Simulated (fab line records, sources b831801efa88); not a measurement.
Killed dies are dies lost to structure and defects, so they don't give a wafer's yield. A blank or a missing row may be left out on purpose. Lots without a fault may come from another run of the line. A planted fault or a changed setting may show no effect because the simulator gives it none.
Which tool did it? | flow sky130 | 6 lots, 17 wafers sampled, at 2 steps of a route of 708

WHAT THE GAUGES READ, wafer by wafer
SKY_CAP2M_OVL_MEAS_12.
lot  | measured     | on         | CAP2M_OVL (nm)
L388 | day 41 07:41 | overlay-02 | 2.6 2.6 0.5
L390 | day 42 03:02 | overlay-01 | 0.9 0.7 -0.1
L392 | day 42 09:14 | overlay-01 | -2.2 -0.1 -2.0
L402 | day 45 04:47 | overlay-01 | 1.3 3.7
L407 | day 46 08:41 | overlay-02 | 0.4 1.2 0.6
L409 | day 46 21:35 | overlay-02 | 1.5 2.0 2.1

WHICH TOOL RAN EACH LOT (tool, then ch and the chambers of the sampled wafers, then the start)
lot  | SKY_CAP2M_SPUTTER_02
L388 | pvd_sputter-01, day 40 07:41
L390 | pvd_sputter-01, day 41 03:25
L392 | pvd_sputter-02, day 41 09:37
L402 | pvd_sputter-02, day 44 07:31
L407 | pvd_sputter-01, day 45 11:45
L409 | pvd_sputter-01, day 46 01:27
- SKY_CAP2M_SPUTTER_02: material TiN, target thk 200 nm, time 166.7 s.

THE ANSWER, worked out from the rows above alone
Rule: what is usual is taken from the lots themselves. Put in order of their means at a reading, lots are off if they are a third of the lots or fewer, leave a main group of 4 or more, and stand apart from it by a gap of 3 or more times the standard deviation of the main group's means; of several such gaps the widest counts. A main group whose means are all the same, to the digits that the tables above print for the reading, isn't used. A lot without any number at a reading at which 4 lots or more have one is off too. The other lots that the step has rows for count as sound.
No lot is off at any reading shown: from this, nothing can be told.

WHAT THE SIMULATOR HAD PUT IN
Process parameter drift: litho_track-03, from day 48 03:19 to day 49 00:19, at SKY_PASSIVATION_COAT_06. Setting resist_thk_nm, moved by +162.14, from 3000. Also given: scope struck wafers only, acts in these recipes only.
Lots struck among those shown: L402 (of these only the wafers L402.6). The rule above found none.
